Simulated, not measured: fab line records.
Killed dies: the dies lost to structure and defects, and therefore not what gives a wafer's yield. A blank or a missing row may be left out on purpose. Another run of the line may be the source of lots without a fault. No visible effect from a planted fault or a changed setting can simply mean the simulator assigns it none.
fab line records | flow sky130
[record] lots = 6 | wafers = 18 | lastDay = 50
route steps=708 shown METAL5@664
lots that met no fault: taken from a fault-free run of the same line
startH: the number of hours between the record's first day and the start of the first shown wafer of the lot | waitH: hours since the lot's step before | " the same as in the row above | L1.1+2: one row covering several wafers at once | - no value present, or no start provided | * or withheld: withheld | < > ~ a bound
route shown NAME@n: a module of which the file shows steps, and the number in the route of the first | usual: mean/standard deviation taken from wafers without a fault | same: alike in all rows | chamber/n: place in a boat | sites: the reading at each site | _std_site: the standard deviation of these | _edge_site: the outer-site mean with the inner-site mean subtracted | radiusMm: for every site, how far away it sits from the centre of the wafer | mask NAME#n: copy n | behind: the most recent tool/chamber to have shaped the wafer | hold: cause of the lot's hold/its duration in hours/its outcome | device: the transistor (n, p or np) that didn't switch | end of line: tests of these same wafers at the route's end | step lacking rows: just its recipe | killed: not the wafer's yield, but the dies lost to structure and defects at the first sort | map: the dies of a wafer, with x for killed, . for not killed, _ for no die there
set.NAME: the setting the step ran with; set.NAME@STEP: the setting that earlier step ran with | model.NAME: the simulator's own value behind a step, which no gauge read
lots at selected steps of the route; one table per step, one row per wafer
services: when a tool's chamber went out of use (startH, in hours from the record's first day, below 0 if earlier), for how many hours, and the reason
[[steps]]
[step SKY_METAL5_SPUTTER_03]
[recipe] material = Ti | targetThkNm = 5 | powerW = 3000 | timeS = 3.3 | chamberPressurePa = 0.4
[usual] cathodeDcPowerW = 2999.9/0.57 | throttleValvePct = 29.2/0.95
lot.wafer | tool          | chamber | startH  | waitH | cathodeDcPowerW | throttleValvePct
L937.1    | pvdSputter-03 | -       | 1073.01 | 0.0   | 3000.5          | 29.1
L937.3    | "             | -       | "       | "     | 2998.9          | 30.8
L937.6    | "             | -       | "       | "     | 2999.3          | 29.4
L941.1    | pvdSputter-01 | -       | 1089.37 | 0.0   | 2999.9          | 29.5
L941.2    | "             | -       | "       | "     | 3000.0          | 30.5
L941.3    | "             | -       | "       | "     | 3000.5          | 28.1
L944.2    | pvdSputter-01 | -       | 1104.94 | 0.0   | 2999.2          | 30.6
L944.3    | "             | -       | "       | "     | 3000.8          | 27.8
L944.4    | "             | -       | "       | "     | 2999.4          | 29.2
L943.1    | pvdSputter-01 | -       | 1106.26 | 0.0   | 3000.1          | 29.5
L943.3    | "             | -       | "       | "     | 3000.3          | 27.9
L943.5    | "             | -       | "       | "     | 3000.5          | 29.0
L951.2    | pvdSputter-01 | -       | 1139.23 | 0.0   | 2999.6          | 29.8
L951.3    | "             | -       | "       | "     | 2999.9          | 28.2
L951.6    | "             | -       | "       | "     | 2999.4          | 30.7
L950.1    | pvdSputter-02 | -       | 1144.13 | 0.0   | 3000.1          | 28.3
L950.5    | "             | -       | "       | "     | 2999.3          | 28.9
L950.6    | "             | -       | "       | "     | 2999.4          | 29.6
[step SKY_METAL5_SPUTTER_04]
[recipe] material = TiN | targetThkNm = 70 | powerW = 6500 | timeS = 56.1 | chamberPressurePa = 0.4
[usual] cathodeDcPowerW = 6500.0/1.2 | throttleValvePct = 29.2/0.93
lot.wafer | tool          | chamber | startH  | waitH | cathodeDcPowerW | throttleValvePct
L937.1    | pvdSputter-03 | -       | 1073.03 | 0.0   | 6499.7          | 29.3
L937.3    | "             | -       | "       | "     | 6500.5          | 30.6
L937.6    | "             | -       | "       | "     | 6498.6          | 29.3
L941.1    | pvdSputter-01 | -       | 1089.39 | 0.0   | 6501.5          | 29.4
L941.2    | "             | -       | "       | "     | 6498.9          | 30.6
L941.3    | "             | -       | "       | "     | 6499.2          | 27.8
L944.2    | pvdSputter-01 | -       | 1104.95 | 0.0   | 6501.1          | 30.6
L944.3    | "             | -       | "       | "     | 6499.8          | 27.8
L944.4    | "             | -       | "       | "     | 6500.1          | 29.4
L943.1    | pvdSputter-01 | -       | 1106.28 | 0.0   | 6497.7          | 29.5
L943.3    | "             | -       | "       | "     | 6500.9          | 28.0
L943.5    | "             | -       | "       | "     | 6498.4          | 28.8
L951.2    | pvdSputter-01 | -       | 1139.24 | 0.0   | 6497.5          | 29.5
L951.3    | "             | -       | "       | "     | 6499.8          | 28.3
L951.6    | "             | -       | "       | "     | 6499.8          | 30.4
L950.1    | pvdSputter-02 | -       | 1144.14 | 0.0   | 6499.3          | 28.1
L950.5    | "             | -       | "       | "     | 6501.3          | 29.0
L950.6    | "             | -       | "       | "     | 6502.6          | 29.4
[step SKY_METAL5_RS_MEAS_05]
[recipe] thkMeasGauge = four-point-probe | reads = TiN_of_METAL5_SPUTTER_04+Ti_of_METAL5_SPUTTER_03+AlCu_of_METAL5_SPUTTER_02+TiN_of_METAL5_SPUTTER_01+Ti_of_METAL5_SPUTTER_00
[usual] METAL5_ALCU_RS = 0.02706/0.00023
lot.wafer | tool         | chamber | startH  | waitH | METAL5_ALCU_RS[ohm/sq]
L937.1    | filmMetro-01 | -       | 1073.08 | 0.0   | 0.02702
L937.3    | "            | -       | "       | "     | 0.0272
L937.6    | "            | -       | "       | "     | 0.02692
L941.1    | filmMetro-02 | -       | 1089.44 | 0.0   | 0.0271
L941.2    | "            | -       | "       | "     | 0.02745
L941.3    | "            | -       | "       | "     | 0.02719
L944.2    | filmMetro-01 | -       | 1105.02 | 0.0   | 0.02694
L944.3    | "            | -       | "       | "     | 0.02686
L944.4    | "            | -       | "       | "     | 0.02685
L943.1    | filmMetro-04 | -       | 1106.33 | 0.0   | 0.02714
L943.3    | "            | -       | "       | "     | 0.02725
L943.5    | "            | -       | "       | "     | 0.02711
L951.2    | filmMetro-02 | -       | 1139.31 | 0.0   | 0.02706
L951.3    | "            | -       | "       | "     | 0.02715
L951.6    | "            | -       | "       | "     | 0.02714
L950.1    | filmMetro-04 | -       | 1144.19 | 0.0   | 0.02704
L950.5    | "            | -       | "       | "     | 0.0272
L950.6    | "            | -       | "       | "     | 0.02694
[step SKY_METAL5_THK_MEAS_06]
[recipe] thkMeasGauge = xrf | reads = AlCu_of_METAL5_SPUTTER_02
[usual] METAL5_ALCU_THK = 1138/14
lot.wafer | tool         | chamber | startH  | waitH | METAL5_ALCU_THK[nm]
L937.1    | filmMetro-01 | -       | 1073.20 | 0.1   | 1145
L937.3    | "            | -       | "       | "     | 1141
L937.6    | "            | -       | "       | "     | 1142
L941.1    | filmMetro-02 | -       | 1089.56 | 0.1   | 1131
L941.2    | "            | -       | "       | "     | 1118
L941.3    | "            | -       | "       | "     | 1132
L944.2    | filmMetro-01 | -       | 1105.13 | 0.1   | 1132
L944.3    | "            | -       | "       | "     | 1138
L944.4    | "            | -       | "       | "     | 1139
L943.1    | filmMetro-04 | -       | 1106.45 | 0.1   | 1137
L943.3    | "            | -       | "       | "     | 1129
L943.5    | "            | -       | "       | "     | 1141
L951.2    | filmMetro-02 | -       | 1139.42 | 0.1   | 1151
L951.3    | "            | -       | "       | "     | 1138
L951.6    | "            | -       | "       | "     | 1143
L950.1    | filmMetro-04 | -       | 1144.31 | 0.1   | 1126
L950.5    | "            | -       | "       | "     | 1120
L950.6    | "            | -       | "       | "     | 1133
[step SKY_METAL5_DEHYDRATE_07]
[recipe] tempC = 200 | timeS = 60
[step SKY_METAL5_HMDS_08]
[recipe] primeTimeS = 60 | primeTempC = 120
[step SKY_METAL5_COAT_09]
[recipe] resist = NOVOLAK | spinRpm = 3000 | resistThkNm = 1800
[step SKY_METAL5_SOFTBAKE_10]
[recipe] tempC = 90 | timeS = 60 | resist = NOVOLAK
[step SKY_METAL5_EXPOSE_11]
[recipe] maskId = MM5 | na = 0.6 | sourceShape = conventional | sigmaOuter = 0.6 | polarization = unpolarized | targetCdNm = 1600 | doseMj = 190
[step SKY_METAL5_PEB_12]
[recipe] tempC = withheld | timeS = * | resist = NOVOLAK
[step SKY_METAL5_DEVELOP_13]
[recipe] resist = NOVOLAK | developer = TMAH | developTimeS = 60 | devTempC = 23
[step SKY_METAL5_DESCUM_14]
[recipe] chemistry = O2 | sourcePowerW = 150 | biasPowerW = 0 | pressureMtorr = 10 | tempC = 40 | timeS = 11
[usual] drypumpMotorCurrentA = 5.7/0.34 | oesProductAu = 1.002/0.0095
lot.wafer | tool        | chamber | startH  | waitH | drypumpMotorCurrentA | oesProductAu | rfHoursCounterH
L937.1    | rieMetal-02 | 0       | 1093.14 | 0.1   | 5.7                  | 1.011        | 15
L937.3    | "           | 1       | "       | "     | 5.8                  | 1.001        | -
L937.6    | "           | 1       | "       | "     | 5.8                  | 1.008        | -
L941.1    | rieMetal-03 | 0       | 1109.02 | 0.1   | 5.3                  | 1.018        | 22
L941.2    | "           | 1       | "       | "     | 6.2                  | 0.988        | 18
L941.3    | "           | 0       | "       | "     | 5.3                  | 1.014        | -
L944.2    | rieMetal-02 | 0       | 1124.72 | 0.1   | 5.7                  | 1.007        | 18
L944.3    | "           | 0       | "       | "     | 5.7                  | 0.997        | -
L944.4    | "           | 1       | "       | "     | 5.8                  | 1.002        | -
L943.1    | rieMetal-04 | 1       | 1125.82 | 0.1   | 5.0                  | 0.987        | 20
L943.3    | "           | 0       | "       | "     | 5.8                  | 0.992        | -
L943.5    | "           | 0       | "       | "     | 5.8                  | 0.997        | -
L951.2    | rieMetal-04 | 0       | 1156.57 | 0.1   | 5.8                  | 0.998        | 25
L951.3    | "           | 1       | "       | "     | 5.0                  | 0.991        | -
L951.6    | "           | 0       | "       | "     | 5.8                  | 0.999        | -
L950.1    | rieMetal-02 | 0       | 1161.59 | 0.1   | 5.7                  | 1.008        | 21
L950.5    | "           | 0       | "       | "     | 5.7                  | 1.001        | -
L950.6    | "           | 1       | "       | "     | 5.8                  | 1.014        | -
[step SKY_METAL5_METAL_ETCH_15]
[recipe] targetDepthA = 12600 | stopOn = SiO2 | overEtchFrac = 0.2 | timeS = 252 | chemistry = Cl2/BCl3 | resistSidewallDeg = 86 | pressureMtorr = 10 | icpW = 900 | biasW = 48.5 | Cl2_flow_sccm = 60 | bcl3FlowSccm = 30
[usual] bcl3FlowSccm = 30.01/0.092 | biasW = 48.52/0.14 | drypumpMotorCurrentA = 5.7/0.35 | oesProductAu = 0.894/0.005 | throttleValvePct = 22.264/0.0089
lot.wafer | tool        | chamber | startH  | waitH | bcl3FlowSccm | biasW | drypumpMotorCurrentA | oesProductAu | rfHoursCounterH | throttleValvePct | model.NOVOLAK_of_METAL5_COAT_09.thkNm | model.SiO2_of_VIA4_HDPCVD_00.thkNm
L937.1    | rieMetal-02 | 0       | 1093.18 | 0.0   | 29.96        | 48.45 | 5.7                  | 0.889        | 15              | 22.279           | 1028                                  | 548.6
L937.3    | "           | 1       | "       | "     | 29.99        | 48.27 | 5.8                  | 0.893        | -               | 22.274           | 1035                                  | 547.9
L937.6    | "           | 1       | "       | "     | 29.85        | 48.48 | 5.8                  | 0.903        | -               | 22.255           | 1032                                  | 548
L941.1    | rieMetal-03 | 0       | 1109.06 | 0.0   | 30.07        | 48.87 | 5.3                  | 0.896        | 22              | 22.267           | 1022                                  | 550.6
L941.2    | "           | 1       | "       | "     | 29.86        | 48.58 | 6.2                  | 0.902        | 18              | 22.275           | 1058                                  | 549.5
L941.3    | "           | 0       | "       | "     | 30.26        | 48.55 | 5.3                  | 0.897        | -               | 22.280           | 1027                                  | 549.1
L944.2    | rieMetal-02 | 0       | 1124.76 | 0.0   | -            | -     | -                    | -            | -               | -                | 1792                                  | 574.8
L944.3    | "           | 0       | "       | "     | -            | -     | -                    | -            | -               | -                | 1793                                  | 574.8
L944.4    | "           | 1       | "       | "     | -            | -     | -                    | -            | -               | -                | 1794                                  | 575.2
L943.1    | rieMetal-04 | 1       | 1125.86 | 0.0   | -            | -     | -                    | -            | -               | -                | 1795                                  | 574.9
L943.3    | "           | 0       | "       | "     | -            | -     | -                    | -            | -               | -                | 1798                                  | 573.3
L943.5    | "           | 0       | "       | "     | -            | -     | -                    | -            | -               | -                | 1798                                  | 575.5
L951.2    | rieMetal-04 | 0       | 1156.61 | 0.0   | 30.03        | 48.45 | 5.8                  | 0.900        | 25              | 22.257           | 1033                                  | 549.2
L951.3    | "           | 1       | "       | "     | 30.19        | 48.29 | 5.0                  | 0.892        | -               | 22.264           | 1052                                  | 550.8
L951.6    | "           | 0       | "       | "     | 30.07        | 48.51 | 5.8                  | 0.888        | -               | 22.277           | 1025                                  | 548.5
L950.1    | rieMetal-02 | 0       | 1161.62 | 0.0   | 30.00        | 48.65 | 5.7                  | 0.885        | 21              | 22.261           | 1034                                  | 548.8
L950.5    | "           | 0       | "       | "     | 29.95        | 48.71 | 5.7                  | 0.897        | -               | 22.263           | 1045                                  | 550
L950.6    | "           | 1       | "       | "     | 29.92        | 48.47 | 5.8                  | 0.894        | -               | 22.277           | 1044                                  | 548.7
[step SKY_METAL5_STRIP_16]
[recipe] chemistry = O2/N2 | powerW = 1400 | pressureMtorr = 1500 | platenTempC = withheld | o2FlowSccm = 3000 | n2FlowSccm = 300 | overashFraction = 0.5
[usual] drypumpMotorCurrentA = 5.9/0.3 | oesProductAu = 0.711/0.0045 | stripTimeToEndpointS = 13.08/0.13
lot.wafer | tool           | chamber | startH  | waitH | drypumpMotorCurrentA | oesProductAu | rfHoursCounterH | stripTimeToEndpointS
L937.1    | plasmaAsher-03 | 0       | 1093.41 | 0.2   | 6.4                  | 0.717        | 2               | 12.98
L937.3    | "              | 1       | "       | "     | 6.0                  | 0.705        | -               | 13.07
L937.6    | "              | 0       | "       | "     | 6.4                  | 0.710        | -               | 13.05
L941.1    | plasmaAsher-03 | 1       | 1109.29 | 0.2   | 6.0                  | 0.706        | 4               | 12.93
L941.2    | "              | 0       | "       | "     | 6.4                  | 0.707        | 4               | 13.30
L941.3    | "              | 1       | "       | "     | 6.0                  | 0.708        | -               | 13.00
L944.2    | plasmaAsher-01 | 0       | 1124.99 | 0.2   | 5.5                  | 0.716        | 39              | 21.55
L944.3    | "              | 0       | "       | "     | 5.6                  | 0.715        | -               | 21.58
L944.4    | "              | 1       | "       | "     | 6.0                  | 0.713        | -               | 21.57
L943.1    | plasmaAsher-01 | 1       | 1126.09 | 0.2   | 6.0                  | 0.715        | 40              | 21.60
L943.3    | "              | 0       | "       | "     | 5.5                  | 0.718        | -               | 21.63
L943.5    | "              | 0       | "       | "     | 5.6                  | 0.713        | -               | 21.63
L951.2    | plasmaAsher-02 | 0       | 1156.84 | 0.2   | 5.6                  | 0.706        | 100             | 13.05
L951.3    | "              | 1       | "       | "     | 5.7                  | 0.707        | -               | 13.25
L951.6    | "              | 1       | "       | "     | 5.7                  | 0.713        | -               | 12.96
L950.1    | plasmaAsher-02 | 1       | 1161.86 | 0.2   | 5.7                  | 0.697        | 100             | 13.06
L950.5    | "              | 0       | "       | "     | 5.6                  | 0.708        | -               | 13.20
L950.6    | "              | 1       | "       | "     | 5.7                  | 0.715        | -               | 13.17
[step SKY_METAL5_STRIP_17]
[recipe] chemistry = postEtchResidueRemover | timeS = 1200 | tempC = 72.5
[[services]]
tool           | chamber | startH  | hours | kind
plasmaAsher-03 | -       | 1051.14 | 12.1  | repair
plasmaAsher-03 | -       | 1063.28 | 9.0   | pm
plasmaAsher-03 | 0       | 1063.28 | 9.0   | ventCycle
plasmaAsher-03 | 1       | 1063.28 | 9.0   | ventCycle
pvdSputter-02  | -       | 1065.46 | 5.2   | repair
plasmaAsher-03 | 0       | 1072.28 | -     | clean
plasmaAsher-03 | 1       | 1072.28 | -     | clean
plasmaAsher-01 | -       | 1074.77 | 9.7   | repair
plasmaAsher-01 | -       | 1097.23 | 0.4   | repair
pvdSputter-02  | -       | 1108.30 | 5.0   | repair
plasmaAsher-02 | -       | 1120.63 | 3.4   | repair
pvdSputter-01  | 1       | 1143.92 | -     | consumableReplace:kit
pvdSputter-01  | 1       | 1143.92 | 18.0  | scheduledDown
pvdSputter-01  | 1       | 1143.92 | 18.0  | ventCycle
plasmaAsher-03 | -       | 1151.94 | 1.8   | repair
pvdSputter-03  | 0       | 1153.58 | -     | consumableReplace:kit
pvdSputter-03  | 0       | 1153.58 | 18.0  | scheduledDown
pvdSputter-03  | 0       | 1153.58 | 18.0  | ventCycle
[[key]]
[firstSign] step = SKY_METAL5_METAL_ETCH_15 | reading = toolRecord | direction = missing
[effect] step = SKY_METAL5_STRIP_16 | reading = stripTimeToEndpointS | direction = up | sigmas = 66 | usual = * | struck = *
[modelEffect] step = SKY_METAL5_METAL_ETCH_15 | value = NOVOLAK_of_METAL5_COAT_09.thkNm | without = 1038 | struck = 1795
metAt SKY_METAL5_METAL_ETCH_15
struckWafers L943.1,L943.3,L943.5,L944.2,L944.3,L944.4
laterRowsLeftOut L943.1,L943.3,L943.5,L944.2,L944.3,L944.4
sortLeftOut L943.1,L943.3,L943.5,L944.2,L944.3,L944.4
onsetBetween 1093.18 1124.76
[fault] kind = skippedStepWhole | tool = rieMetal-02,rieMetal-04 | chamber = - | onsetH = 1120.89 | steps = SKY_METAL5_METAL_ETCH_15 | scope = struckLotsOnly
// sortLeftOut: the simulated sort isn't trusted on such a fault, so these wafers' sort isn't shown, and their yield isn't known
// laterRowsLeftOut: the simulator's readings of these wafers behind a module that went badly wrong aren't trusted and aren't shown, but for the sort
